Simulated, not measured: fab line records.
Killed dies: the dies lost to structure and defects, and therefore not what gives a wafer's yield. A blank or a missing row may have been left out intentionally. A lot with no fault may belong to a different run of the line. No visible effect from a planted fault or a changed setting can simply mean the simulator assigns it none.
fab line records	flow sfqLine
record: lots: 5	wafers: 15	lastDay: 91
route steps=325 shown M1@62 I1@73 M2@88 I2@103 M8@325
lots that met no fault: taken from a fault-free run of the same line
startH: start of the lot's first displayed wafer, in hours after the record's first day	waitH: time in hours since the lot's previous step	" the same as in the row above	L1.1+2: a single row standing in for several wafers	- value missing, or start not given	* or withheld: withheld	< > ~ a bound
route shown NAME@n: names a module that has steps shown in the file, with the first one's number in the route	usual: mean/standard deviation of fault-free wafers	same: alike in all rows	chamber/n: place in a boat	sites: each site's reading	_std_site: standard deviation of those values	_edge_site: mean of outer sites minus mean of inner sites	radiusMm: how far each site lies from the wafer's centre	mask NAME#n: copy n	behind: the last tool/chamber to shape the wafer	hold: why the lot went on hold/how many hours it stayed there/how the hold came to an end	device: the transistor (n, p or np) that didn't switch	end of line: tests run on the same wafers once the route is complete	step lacking rows: just its recipe	killed: dies that structure and defects cost at the first sort, which is not the same as the wafer's yield	map: dies across one wafer; x = killed, . = not, _ = none there
set.NAME: the setting the step ran with; set.NAME@STEP: the setting that earlier step ran with	model.NAME: the simulator's own value behind a step, which no gauge read
a table for each step, a row for each wafer; lots at some steps of the route
services: when a tool's chamber went out of use (startH, in hours from the record's first day, below 0 if earlier), for how many hours, and the reason
== steps ==
step: SFQ_TRILAYER_M1_LITHO_COAT_044
recipe: resist: BARC	spinRpm: 3000	resistThkNm: 62
step: SFQ_TRILAYER_M1_LITHO_COAT_039
recipe: resist: KrF	spinRpm: 3000	resistThkNm: 600
step: SFQ_TRILAYER_M1_LITHO_SOFTBAKE_043
recipe: tempC: withheld	timeS: withheld	resist: KrF
step: SFQ_TRILAYER_M1_LITHO_EXPOSE_040
recipe: maskId: M1	na: 0.6	sourceShape: conventional	sigmaOuter: 0.65	targetCdNm: 500	doseMj: 14.4
step: SFQ_TRILAYER_M1_LITHO_PEB_042
recipe: pebTempC: 115	pebTimeS: 60	resist: KrF
step: SFQ_TRILAYER_M1_LITHO_DEVELOP_041
recipe: timeS: 60	resist: KrF
step: SFQ_M1_OVL_MEAS_911
usual: M1_OVL: -1/5
lot.wafer	tool	chamber	startH	waitH	M1_OVL[nm]
L971.1	overlay-02	-	269.90	0.1	0
L971.3	"	-	"	"	-1
L971.4	"	-	"	"	1
L977.3	overlay-01	-	303.51	0.1	-4
L977.4	"	-	"	"	2
L977.5	"	-	"	"	-4
L981.1	overlay-02	-	333.70	0.1	0
L981.2	"	-	"	"	-3
L981.4	"	-	"	"	-5
L983.2	overlay-01	-	352.91	0.1	-5
L983.5	"	-	"	"	0
L983.6	"	-	"	"	-1
L988.1	overlay-01	-	390.51	0.1	-3
L988.4	"	-	"	"	-2
L988.6	"	-	"	"	0
step: SFQ_TRILAYER_M1_BARC_OPEN_METAL_ETCH_054
recipe: maskMaterial: PR	chemistry: O2	targetDepthNm: 125	target: BARC	icpW: 600	biasW: 80	pressureMtorr: 10	timeS: 41.7
step: SFQ_TRILAYER_M1_ETCH_METAL_ETCH_042
recipe: target: Nb	stopOn: SiO2	maskMaterial: PR	chemistry: Cl2/Ar	targetDepthNm: 240	icpW: 600	biasW: 80	pressureMtorr: 10	timeS: 120
step: SFQ_TRILAYER_M1_STRIP_STRIP_043
recipe: gas: O2	powerW: 200	platenTempC: 40	overashFraction: 0.65	chemistry: O2	pressureMtorr: 50
usual: drypumpMotorCurrentA: 5.5/0.54	oesProductAu: 1.003/0.0079	platenTempC: 40.01/0.12
lot.wafer	tool	chamber	startH	waitH	drypumpMotorCurrentA	oesProductAu	platenTempC	rfHoursCounterH
L971.1	rieMetal-04	0	270.12	0.1	5.0	1.002	39.99	66
L971.3	"	0	"	"	5.0	0.999	39.91	-
L971.4	"	1	"	"	6.2	1.013	39.86	-
L977.3	rieMetal-02	0	303.92	0.2	5.8	1.004	40.22	-
L977.4	"	1	"	"	4.8	1.002	40.11	-
L977.5	"	0	"	"	5.8	1.007	40.25	-
L981.1	rieMetal-01	1	333.92	0.1	5.0	1.015	39.97	43
L981.2	"	0	"	"	5.9	1.002	39.95	63
L981.4	"	1	"	"	5.0	1.019	39.99	-
L983.2	rieMetal-04	1	353.12	0.1	6.2	0.997	39.78	26
L983.5	"	1	"	"	6.2	1.007	39.94	-
L983.6	"	0	"	"	5.0	1.000	39.99	-
L988.1	rieMetal-02	1	390.73	0.1	4.8	1.009	40.05	49
L988.4	"	1	"	"	4.8	0.999	40.04	-
L988.6	"	1	"	"	4.8	1.014	40.07	-
step: SFQ_TRILAYER_M1_STRIP_SOLV_CLEAN_044
recipe: chemistry: NMP	tempC: 70	timeS: 600
step: SFQ_TRILAYER_I1_DEP_PECVD_045
recipe: material: SiO2	tempC: 150	timeS: 111.11	pressureTorr: 2.4	rfW: 183.3	precursor: SiH4/N2O	targetThkNm: 500
step: SFQ_TRILAYER_I1_CMP_CMP_046
recipe: material: SiO2	downForcePsi: 3	platenRpm: 60	padVelocityMS: 0.94248
usual: edgeZonePressureFrac: 1.000/0.0056	motorCurrentA: 10.2/1.4	slurryFilterDpKPa: 13.48/0.13	timeToEndpointS: 217/7.4
lot.wafer	tool	chamber	startH	waitH	edgeZonePressureFrac	motorCurrentA	slurryFilterDpKPa	timeToEndpointS	model.SiO2_of_TRILAYER_I1_DEP_PECVD_045.thkNm
L971.3	cmp-02	2	284.09	13.2	1.001	11.4	13.42	210	199
L971.1	"	0	285.09	14.2	1.003	10.1	13.41	205	198
L971.4	"	1	"	"	1.002	10.3	13.44	211	198.5
L977.3	cmp-01	2	314.67	10.1	1.001	9.8	13.45	216	200
L977.4	"	0	315.67	11.1	0.997	12.3	13.55	215	199.1
L977.5	"	2	316.67	12.1	1.004	9.7	13.52	220	199.8
L981.4	cmp-02	2	338.09	3.3	1.013	11.4	13.38	223	202.3
L981.1	"	0	339.09	4.3	1.001	10.3	13.36	175	250.5
L981.2	"	1	"	"	1.001	10.3	13.74	207	199.4
L983.2	cmp-01	1	355.58	1.6	1.005	7.6	13.49	221	200.1
L983.6	"	1	357.58	3.6	1.004	7.5	13.54	228	200.4
L983.5	"	2	"	"	1.008	10.3	13.52	210	198.1
L988.1	cmp-01	1	393.00	1.5	0.987	7.6	13.47	226	200.1
L988.4	"	2	"	"	1.001	10.7	13.37	223	199.3
L988.6	"	3	"	"	1.000	11.2	13.35	218	199.2
step: SFQ_I1_BOW_MEAS_912
recipe: mode: bow
usual: I1_BOW: 2/7.2
lot.wafer	tool	chamber	startH	waitH	I1_BOW[um]
L971.1	filmMetro-03	-	287.09	1.5	14
L971.3	"	-	"	"	-1
L971.4	"	-	"	"	11
L977.3	filmMetro-03	-	317.21	2.0	11
L977.4	"	-	"	"	7
L977.5	"	-	"	"	13
L981.1	filmMetro-04	-	341.09	1.5	15
L981.2	"	-	"	"	9
L981.4	"	-	"	"	6
L983.2	filmMetro-03	-	358.60	2.5	6
L983.5	"	-	"	"	-7
L983.6	"	-	"	"	1
L988.1	filmMetro-02	-	395.00	1.5	3
L988.4	"	-	"	"	-2
L988.6	"	-	"	"	-5
step: SFQ_TRILAYER_I1_METRO_MEASURE_047
usual: thkNm: 200.0/1
lot.wafer	tool	chamber	startH	waitH	thkNm
L971.1	filmMetro-03	-	287.21	0.1	197.9
L971.3	"	-	"	"	199.1
L971.4	"	-	"	"	198.5
L977.3	filmMetro-03	-	317.69	0.5	199.9
L977.4	"	-	"	"	199.1
L977.5	"	-	"	"	199.9
L981.1	filmMetro-04	-	341.21	0.1	250.5
L981.2	"	-	"	"	199.4
L981.4	"	-	"	"	202.4
L983.2	filmMetro-03	-	358.90	0.3	199.9
L983.5	"	-	"	"	198.1
L983.6	"	-	"	"	200.5
L988.1	filmMetro-02	-	395.12	0.1	200.1
L988.4	"	-	"	"	199.4
L988.6	"	-	"	"	199.2
step: SFQ_TRILAYER_I1_VIA_LITHO_COAT_054
recipe: resist: BARC	spinRpm: 3000	resistThkNm: 62
step: SFQ_TRILAYER_I1_VIA_LITHO_COAT_049
recipe: resist: KrF	spinRpm: 3000	resistThkNm: 650
step: SFQ_TRILAYER_I1_VIA_LITHO_SOFTBAKE_053
recipe: tempC: withheld	timeS: withheld	resist: KrF
step: SFQ_TRILAYER_I1_VIA_LITHO_EXPOSE_050
recipe: maskId: I1	na: 0.6	sourceShape: conventional	sigmaOuter: 0.65	targetCdNm: 500	doseMj: 21.3
step: SFQ_TRILAYER_I1_VIA_LITHO_PEB_052
recipe: pebTempC: 115	pebTimeS: 60	resist: KrF
step: SFQ_TRILAYER_I1_VIA_LITHO_DEVELOP_051
recipe: timeS: 60	resist: KrF
step: SFQ_I1_OVL_MEAS_913
usual: I1_OVL: 0/5.4
lot.wafer	tool	chamber	startH	waitH	I1_OVL[nm]
L971.1	overlay-01	-	416.71	0.1	0
L971.3	"	-	"	"	-1
L971.4	"	-	"	"	-2
L977.3	overlay-01	-	460.25	0.1	-3
L977.4	"	-	"	"	-6
L977.5	"	-	"	"	0
L981.1	overlay-02	-	492.40	0.1	3
L981.2	"	-	"	"	0
L981.4	"	-	"	"	-4
L983.2	overlay-01	-	512.81	0.1	-16
L983.5	"	-	"	"	-12
L983.6	"	-	"	"	-8
L988.1	overlay-02	-	553.18	0.1	1
L988.4	"	-	"	"	2
L988.6	"	-	"	"	2
step: SFQ_TRILAYER_I1_VIA_BARC_OPEN_VIA_ETCH_071
recipe: maskMaterial: PR	chemistry: O2	targetDepthNm: 125	target: BARC	sourceW: 500	biasW: 80	pressureMtorr: 30	timeS: 41.7
step: SFQ_TRILAYER_I1_VIA_ETCH_VIA_ETCH_052
recipe: target: SiO2	stopOn: Nb	maskMaterial: PR	taperDeg: 20	chemistry: CHF3	targetDepthNm: 260	sourceW: 500	biasW: 80	pressureMtorr: 30	timeS: withheld
usual: biasW: 80.02/0.22	drypumpMotorCurrentA: 5.5/0.46	oesProductAu: 0.854/0.0049
lot.wafer	tool	chamber	startH	waitH	biasW	drypumpMotorCurrentA	oesProductAu	model.I1.featureDepthNm	model.etch.depthNm
L971.1	rieDiel-04	2	416.78	0.0	80.11	5.4	0.856	198	198
L971.3	"	0	"	"	80.11	5.7	0.850	199	199
L971.4	"	1	"	"	79.95	5.8	0.848	198.5	198.5
L977.3	rieDiel-03	3	460.31	0.0	80.14	4.9	0.854	200	200
L977.4	"	2	"	"	79.91	5.7	0.852	199.1	199.1
L977.5	"	1	"	"	80.29	5.6	0.849	199.8	199.8
L981.1	rieDiel-03	1	492.48	0.0	80.46	5.6	0.974	250.5	250.5
L981.2	"	3	"	"	79.93	4.9	0.860	199.4	199.4
L981.4	"	0	"	"	79.95	4.8	0.861	202.3	202.3
L983.2	rieDiel-01	1	512.88	0.0	80.13	4.9	0.857	200.1	200.1
L983.5	"	1	"	"	79.75	4.9	0.854	198.1	198.1
L983.6	"	2	"	"	80.28	5.8	0.854	200.4	200.4
L988.1	rieDiel-03	0	553.26	0.0	79.89	4.8	0.857	200.1	200.1
L988.4	"	2	"	"	80.26	5.7	0.849	199.3	199.3
L988.6	"	1	"	"	79.54	5.6	0.858	199.2	199.2
step: SFQ_TRILAYER_I1_VIA_STRIP_STRIP_053
recipe: gas: O2	powerW: 200	platenTempC: 40	overashFraction: 0.65	chemistry: O2	pressureMtorr: 50
usual: drypumpMotorCurrentA: 5.3/0.41	oesProductAu: 1.003/0.0084	platenTempC: 40.01/0.1
lot.wafer	tool	chamber	startH	waitH	drypumpMotorCurrentA	oesProductAu	platenTempC	rfHoursCounterH
L971.1	rieMetal-03	1	416.90	-	4.9	1.013	40.16	157
L971.3	"	0	"	"	5.6	1.003	39.81	-
L971.4	"	1	"	"	4.9	1.015	40.10	-
L977.3	rieMetal-02	1	460.62	-	4.8	0.997	40.00	-
L977.4	"	0	"	"	5.8	0.995	40.02	-
L977.5	"	1	"	"	4.8	1.004	40.13	-
L981.1	rieMetal-03	0	492.59	-	5.6	1.001	39.93	166
L981.2	"	0	"	"	5.6	1.006	39.97	-
L981.4	"	0	"	"	5.6	0.995	40.08	-
L983.2	rieMetal-03	0	513.19	-	5.6	1.014	40.03	-
L983.5	"	0	"	"	5.6	1.013	40.08	-
L983.6	"	0	"	"	5.6	1.005	40.08	-
L988.1	rieMetal-03	1	553.37	-	4.9	1.000	40.06	7
L988.4	"	0	"	"	5.7	1.000	39.99	-
L988.6	"	1	"	"	4.9	1.005	39.86	-
step: SFQ_TRILAYER_I1_VIA_STRIP_SOLV_CLEAN_054
recipe: chemistry: NMP	tempC: 70	timeS: 600
step: SFQ_TRILAYER_M2_DEP_PRE_CLEAN_056
recipe: gas: Ar	timeS: 22.5	biasV: 250
lot.wafer	tool	chamber	startH	waitH	model.SiO2_of_TRILAYER_I1_DEP_PECVD_045.thkNm
L971.1	pvdSputter-04	-	417.67	0.0	190.5
L971.3	"	-	"	"	191.5
L971.4	"	-	"	"	191
L977.3	pvdSputter-04	-	461.23	0.0	192.5
L977.4	"	-	"	"	191.6
L977.5	"	-	"	"	192.3
L981.1	pvdSputter-05	-	493.98	0.0	243
L981.2	"	-	"	"	191.9
L981.4	"	-	"	"	194.8
L983.2	pvdSputter-05	-	514.38	0.0	192.6
L983.5	"	-	"	"	190.6
L983.6	"	-	"	"	192.9
L988.1	pvdSputter-03	-	554.15	0.0	192.6
L988.4	"	-	"	"	191.8
L988.6	"	-	"	"	191.7
step: SFQ_TRILAYER_M2_DEP_SPUTTER_055
recipe: material: Nb	basePressurePa: 1.33e-06	chamberPressurePa: 0.1333	substrateTempC: 20	resputterCathodeVoltageV: 400	targetThkNm: 200	powerW: 2000	timeS: 133.3
usual: throttleValvePct: 29.5/1.3
lot.wafer	tool	chamber	startH	waitH	throttleValvePct
L971.1	pvdSputter-04	-	417.70	0.0	29.6
L971.3	"	-	"	"	30.0
L971.4	"	-	"	"	27.7
L977.3	pvdSputter-04	-	461.26	0.0	29.4
L977.4	"	-	"	"	30.1
L977.5	"	-	"	"	28.7
L981.1	pvdSputter-05	-	494.02	0.0	29.7
L981.2	"	-	"	"	32.6
L981.4	"	-	"	"	27.6
L983.2	pvdSputter-05	-	514.41	0.0	30.1
L983.5	"	-	"	"	32.7
L983.6	"	-	"	"	30.1
L988.1	pvdSputter-03	-	554.17	0.0	28.6
L988.4	"	-	"	"	29.8
L988.6	"	-	"	"	29.2
step: SFQ_M2_RS_MEAS_914
recipe: thkMeasGauge: four-point-probe	reads: Nb_of_TRILAYER_M2_DEP_SPUTTER_055
usual: M2_NB_RS: 0.889/0.0095
lot.wafer	tool	chamber	startH	waitH	M2_NB_RS[ohm/sq]
L971.1	filmMetro-01	-	417.79	0.0	0.909
L971.3	"	-	"	"	0.903
L971.4	"	-	"	"	0.900
L977.3	filmMetro-01	-	461.39	0.1	0.892
L977.4	"	-	"	"	0.887
L977.5	"	-	"	"	0.894
L981.1	filmMetro-04	-	494.12	0.1	0.882
L981.2	"	-	"	"	0.886
L981.4	"	-	"	"	0.887
L983.2	filmMetro-01	-	514.52	0.1	0.881
L983.5	"	-	"	"	0.876
L983.6	"	-	"	"	0.882
L988.1	filmMetro-03	-	554.27	0.0	0.905
L988.4	"	-	"	"	0.899
L988.6	"	-	"	"	0.896
step: SFQ_TRILAYER_M2_LITHO_COAT_062
recipe: resist: BARC	spinRpm: 3000	resistThkNm: 62
step: SFQ_TRILAYER_M2_LITHO_COAT_057
recipe: resist: KrF	spinRpm: 3000	resistThkNm: 600
step: SFQ_TRILAYER_M2_LITHO_SOFTBAKE_061
recipe: tempC: withheld	timeS: withheld	resist: KrF
step: SFQ_TRILAYER_M2_LITHO_EXPOSE_058
recipe: maskId: M2	na: 0.6	sourceShape: conventional	sigmaOuter: 0.65	targetCdNm: 500	doseMj: 14.4
step: SFQ_TRILAYER_M2_LITHO_PEB_060
recipe: pebTempC: 115	pebTimeS: 60	resist: KrF
step: SFQ_TRILAYER_M2_LITHO_DEVELOP_059
recipe: timeS: 60	resist: KrF
step: SFQ_M2_OVL_MEAS_916
usual: M2_OVL: -3/4.6
lot.wafer	tool	chamber	startH	waitH	M2_OVL[nm]
L971.1	overlay-02	-	576.08	0.1	-3
L971.3	"	-	"	"	-11
L971.4	"	-	"	"	-3
L977.3	overlay-01	-	631.29	0.1	-5
L977.4	"	-	"	"	-6
L977.5	"	-	"	"	3
L981.1	overlay-02	-	661.20	0.1	-5
L981.2	"	-	"	"	-3
L981.4	"	-	"	"	-5
L983.2	overlay-01	-	682.80	0.1	0
L983.5	"	-	"	"	-4
L983.6	"	-	"	"	2
L988.1	overlay-01	-	721.20	0.1	-7
L988.4	"	-	"	"	1
L988.6	"	-	"	"	3
step: SFQ_TRILAYER_M2_BARC_OPEN_METAL_ETCH_077
recipe: maskMaterial: PR	chemistry: O2	targetDepthNm: 125	target: BARC	icpW: 600	biasW: 80	pressureMtorr: 10	timeS: 41.7
usual: biasW: 79.98/0.24	drypumpMotorCurrentA: 5.4/0.47	oesProductAu: 0.685/0.0043
lot.wafer	tool	chamber	startH	waitH	biasW	drypumpMotorCurrentA	oesProductAu	rfHoursCounterH
L971.1	rieMetal-03	0	576.12	0.0	79.88	5.6	0.684	3
L971.3	"	1	"	"	79.95	4.9	0.690	-
L971.4	"	0	"	"	79.86	5.6	0.681	-
L977.3	rieMetal-03	1	631.34	0.0	79.78	4.9	0.687	-
L977.4	"	0	"	"	79.73	5.6	0.687	-
L977.5	"	0	"	"	79.92	5.6	0.691	-
L981.1	rieMetal-01	1	661.23	0.0	80.19	5.0	0.690	93
L981.2	"	0	"	"	80.32	5.8	0.683	113
L981.4	"	0	"	"	80.09	5.8	0.693	-
L983.2	rieMetal-03	1	682.83	0.0	79.90	4.9	0.684	25
L983.5	"	0	"	"	80.15	5.6	0.688	-
L983.6	"	1	"	"	79.96	4.9	0.684	-
L988.1	rieMetal-04	1	721.23	0.0	79.93	6.2	0.679	77
L988.4	"	0	"	"	80.03	5.0	0.684	-
L988.6	"	1	"	"	79.93	6.2	0.688	-
step: SFQ_TRILAYER_M2_ETCH_METAL_ETCH_060
recipe: target: Nb	stopOn: SiO2	maskMaterial: PR	chemistry: Cl2/Ar	targetDepthNm: 240	icpW: 600	biasW: 80	pressureMtorr: 10	timeS: 120
usual: biasW: 80.00/0.24	drypumpMotorCurrentA: 5.4/0.47	oesProductAu: 0.895/0.0066
lot.wafer	tool	chamber	startH	waitH	biasW	drypumpMotorCurrentA	oesProductAu	rfHoursCounterH
L971.1	rieMetal-03	0	576.18	0.0	80.24	5.7	0.882	3
L971.3	"	1	"	"	80.30	4.9	0.888	-
L971.4	"	0	"	"	79.98	5.6	0.883	-
L977.3	rieMetal-03	1	631.42	0.1	80.14	4.9	0.890	-
L977.4	"	0	"	"	80.36	5.6	0.889	-
L977.5	"	0	"	"	80.28	5.6	0.893	-
L981.1	rieMetal-01	1	661.29	0.0	80.14	5.0	0.897	93
L981.2	"	0	"	"	79.64	5.8	0.888	113
L981.4	"	0	"	"	79.83	5.9	0.899	-
L983.2	rieMetal-03	1	682.89	0.0	80.00	4.9	0.896	25
L983.5	"	0	"	"	79.85	5.7	0.903	-
L983.6	"	1	"	"	80.29	4.9	0.888	-
L988.1	rieMetal-04	1	721.29	0.0	79.85	6.2	0.876	77
L988.4	"	0	"	"	79.62	5.0	0.891	-
L988.6	"	1	"	"	79.94	6.2	0.891	-
step: SFQ_TRILAYER_M2_STRIP_STRIP_061
recipe: gas: O2	powerW: 200	platenTempC: 40	overashFraction: 0.65	chemistry: O2	pressureMtorr: 50
step: SFQ_TRILAYER_M2_STRIP_SOLV_CLEAN_062
recipe: chemistry: NMP	tempC: 70	timeS: 600
step: SFQ_TRILAYER_I2_DEP_PECVD_063
recipe: material: SiO2	tempC: 150	timeS: 111.11	pressureTorr: 2.4	rfW: 183.3	precursor: SiH4/N2O	targetThkNm: 500
step: SFQ_M8_BOW_MEAS_951
recipe: mode: bow
usual: M8_BOW: 10/9.5
lot.wafer	tool	chamber	startH	waitH	M8_BOW[um]	model.etest.i1.linkOhm
L971.1	filmMetro-02	-	2004.92	0.0	7	1.981
L971.3	"	-	"	"	-8	1.983
L971.4	"	-	"	"	3	1.972
L977.3	filmMetro-01	-	2030.56	0.0	20	1.981
L977.4	"	-	"	"	18	1.96
L977.5	"	-	"	"	23	1.978
L981.1	filmMetro-03	-	2132.19	0.0	21	2.008
L981.2	"	-	"	"	17	1.962
L981.4	"	-	"	"	14	1.961
L983.2	filmMetro-02	-	2138.88	0.0	27	1.965
L983.5	"	-	"	"	15	1.948
L983.6	"	-	"	"	23	1.973
L988.1	filmMetro-03	-	2179.83	0.0	3	2.01
L988.4	"	-	"	"	-2	1.989
L988.6	"	-	"	"	-5	1.994
== services ==
tool	chamber	startH	hours	kind
pvdSputter-04	-	261.21	20.8	repair
cmp-01	-	267.60	7.6	pm
cmp-01	-	278.40	0.3	repair
rieMetal-02	-	284.22	1.9	repair
rieMetal-01	1	289.50	2.4	repair
rieDiel-03	2	293.35	8.2	repair
filmMetro-03	-	298.25	4.5	repair
rieMetal-03	1	313.36	6.5	repair
filmMetro-03	-	322.21	0.8	pm
cmp-01	-	323.24	0.9	repair
pvdSputter-04	-	332.29	5.0	repair
pvdSputter-05	-	337.76	2.0	repair
rieMetal-04	-	381.73	10.0	pm
rieMetal-03	1	390.97	9.3	repair
rieMetal-04	0	443.86	2.6	repair
pvdSputter-04	-	448.17	0.5	repair
rieMetal-03	-	479.56	0.6	repair
pvdSputter-04	-	508.31	0.6	repair
pvdSputter-05	-	542.43	2.3	repair
rieMetal-03	-	611.95	2.8	pm
pvdSputter-04	-	616.04	1.7	repair
pvdSputter-04	-	630.52	2.0	repair
pvdSputter-05	-	685.50	6.9	repair
pvdSputter-04	-	720.13	0.7	repair
== key ==
firstSign: step: SFQ_TRILAYER_I1_CMP_CMP_046	reading: timeToEndpointS	direction: down	sigmas: 5.7	usual: *	struck: *
effect: step: SFQ_TRILAYER_I1_METRO_MEASURE_047	reading: thkNm	direction: up	sigmas: 50	usual: 200.0	struck: 250.5
effect: step: SFQ_TRILAYER_I1_VIA_ETCH_VIA_ETCH_052	reading: oesProductAu	direction: up	sigmas: 25	usual: 0.854	struck: 0.974
modelEffect: step: SFQ_TRILAYER_I1_CMP_CMP_046	value: SiO2_of_TRILAYER_I1_DEP_PECVD_045.thkNm	without: 200.5	struck: 250.5
modelEffect: step: SFQ_TRILAYER_I1_VIA_ETCH_VIA_ETCH_052	value: I1.featureDepthNm	without: 200.5	struck: 250.5
modelEffect: step: SFQ_TRILAYER_M2_DEP_PRE_CLEAN_056	value: SiO2_of_TRILAYER_I1_DEP_PECVD_045.thkNm	without: 193	struck: 243
modelEffect: step: SFQ_M8_BOW_MEAS_951	value: etest.i1.linkOhm	without: 1.962	struck: 2.008
metAt SFQ_TRILAYER_I1_CMP_CMP_046
struckWafers L981.1
onsetBetween 284.09 338.09
fault: kind: processParameterDrift	tool: cmp-02	chamber: 0	onsetH: 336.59	steps: SFQ_TRILAYER_I1_CMP_CMP_046	channel: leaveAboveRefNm	offset: 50	shape: step	endH: 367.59	actsIn: theseRecipesOnly	stated: 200
